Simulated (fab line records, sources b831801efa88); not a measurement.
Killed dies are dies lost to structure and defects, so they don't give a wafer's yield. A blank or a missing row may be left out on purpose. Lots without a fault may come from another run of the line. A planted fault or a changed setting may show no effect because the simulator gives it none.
Which tool did it? | flow sky130 | 15 lots, 45 wafers sampled, at 3 steps of a route of 708

WHAT THE GAUGES READ, wafer by wafer
SKY_CAPM_RS_MEAS_03: measures by four-point-probe. Usual: CAPM_TIN_RS 6.90 ohm/sq, standard deviation 0.077.
lot  | measured     | on            | CAPM_TIN_RS (ohm/sq) | flag
L126 | day 36 13:11 | film_metro-02 | 6.98 6.85 6.90       |
L127 | day 37 01:43 | film_metro-01 | 6.98 7.05 6.96       |
L128 | day 37 07:34 | film_metro-03 | 7.03 6.92 6.86       |
L129 | day 37 20:44 | film_metro-02 | 7.06 7.01 7.03       |
L130 | day 37 23:53 | film_metro-02 | 6.88 6.83 6.88       |
L132 | day 38 13:16 | film_metro-01 | 6.91 6.93 6.92       |
L133 | day 39 04:49 | film_metro-01 | 6.90 6.92 6.82       |
L135 | day 39 13:54 | film_metro-03 | 6.97 6.93 6.87       |
L136 | day 39 20:25 | film_metro-02 | 6.75 6.85 6.75       |
L137 | day 40 01:27 | film_metro-03 | 7.00 6.90 6.90       |
L139 | day 40 19:40 | film_metro-02 | 6.80 6.91 6.81       |
L141 | day 41 09:05 | film_metro-02 | 6.84 7.05 6.91       |
L144 | day 43 11:55 | film_metro-01 | 6.96 6.96 6.92       |
L147 | day 43 12:59 | film_metro-03 | 6.83 6.99 6.94       |
L145 | day 43 13:48 | film_metro-03 | 6.86 6.85 6.83       |

SKY_CAPM_OVL_MEAS_12. Usual: CAPM_OVL 1.4 nm, standard deviation 1.3.
lot  | measured     | on         | CAPM_OVL (nm) | flag
L126 | day 37 15:31 | overlay-02 | 1.3 1.8 1.0   |
L127 | day 38 03:00 | overlay-01 | 1.7 2.1 1.1   |
L128 | day 38 08:20 | overlay-01 | 1.2 -1.7 1.6  |
L129 | day 38 22:23 | overlay-01 | 1.0 0.3 1.5   |
L130 | day 39 00:23 | overlay-01 | -0.2 -0.2 0.1 |
L132 | day 39 13:57 | overlay-01 | 2.1 2.0 2.2   |
L133 | day 40 04:54 | overlay-02 | 2.3 1.9 1.7   |
L135 | day 40 15:05 | overlay-02 | - - -         | OFF
L136 | day 40 20:44 | overlay-01 | - - -         | OFF
L137 | day 41 01:39 | overlay-02 | - - -         | OFF
L139 | day 41 19:20 | overlay-02 | 2.0 2.4 3.1   |
L141 | day 42 08:11 | overlay-02 | 1.0 0.9 1.2   |
L144 | day 44 09:54 | overlay-01 | 1.2 2.2 2.7   |
L147 | day 44 11:05 | overlay-02 | 1.8 1.4 0.6   |
L145 | day 44 11:44 | overlay-02 | 2.0 3.0 3.1   |

WHICH TOOL RAN EACH LOT (tool, then ch and the chambers of the sampled wafers, then the start)
lot  | SKY_CAPM_DEVELOP_11
L126 | litho_track-03 ch 0, day 37 15:23
L127 | litho_track-03 ch 0, day 38 02:51
L128 | litho_track-02 ch 0, day 38 08:11
L129 | litho_track-02 ch 0, day 38 22:16
L130 | litho_track-04 ch 0, day 39 00:14
L132 | litho_track-02 ch 0, day 39 13:50
L133 | litho_track-03 ch 0, day 40 04:45
L135 | litho_track-04, day 40 14:56
L136 | litho_track-02, day 40 20:37
L137 | litho_track-03, day 41 01:30
L139 | litho_track-04 ch 0, day 41 19:11
L141 | litho_track-02 ch 0, day 42 08:04
L144 | litho_track-04 ch 0, day 44 09:47
L147 | litho_track-04 ch 0, day 44 10:56
L145 | litho_track-04 ch 0, day 44 11:35
- SKY_CAPM_DEVELOP_11: develop time 60 s.

WHAT THE TOOLS THEMSELVES READ (means of the sampled wafers that have a number; where no wafer has one, the mark that the record gives instead)
SKY_CAPM_DEVELOP_11. Usual: chill_plate_temp_C 22.95 C, standard deviation 0.12.
lot  | tool           | chill_plate_temp_C (C) | flag
L126 | litho_track-03 | 23.06                  |
L127 | litho_track-03 | 22.78                  |
L128 | litho_track-02 | 22.90                  |
L129 | litho_track-02 | 22.90                  |
L130 | litho_track-04 | 22.90                  |
L132 | litho_track-02 | 23.04                  |
L133 | litho_track-03 | 22.97                  |
L135 | litho_track-04 | -                      | OFF
L136 | litho_track-02 | -                      | OFF
L137 | litho_track-03 | -                      | OFF
L139 | litho_track-04 | 22.87                  |
L141 | litho_track-02 | 23.09                  |
L144 | litho_track-04 | 23.11                  |
L147 | litho_track-04 | 23.06                  |
L145 | litho_track-04 | 23.02                  |

THE ANSWER, worked out from the rows above alone
Rule: a lot is off if the mean of its wafers that have a number lies more than 3 standard deviations from the usual mean. A lot without any number at a reading at which 4 lots or more have one is off too. The other lots that the step has rows for count as sound. The gauges are gone through in route order, then the tools' own readings, and for those a lot's mean is taken as printed above. The first step at which some lot is off is used, and at that step the reading that is off furthest; a lot without a number counts as furthest.
Off: L135, L136, L137, at SKY_CAPM_OVL_MEAS_12 (CAPM_OVL). Without a number there: L135, L136, L137.
A tool fits if, at a process step before that reading, it ran every lot that is off, and no sound lot after the first of them. The gauges at SKY_CAPM_OVL_MEAS_12 aren't tried: what is off there is off at SKY_CAPM_DEVELOP_11 too, on other tools, and a gauge's error can't cause that. None of those tried fits.

WHAT THE SIMULATOR HAD PUT IN
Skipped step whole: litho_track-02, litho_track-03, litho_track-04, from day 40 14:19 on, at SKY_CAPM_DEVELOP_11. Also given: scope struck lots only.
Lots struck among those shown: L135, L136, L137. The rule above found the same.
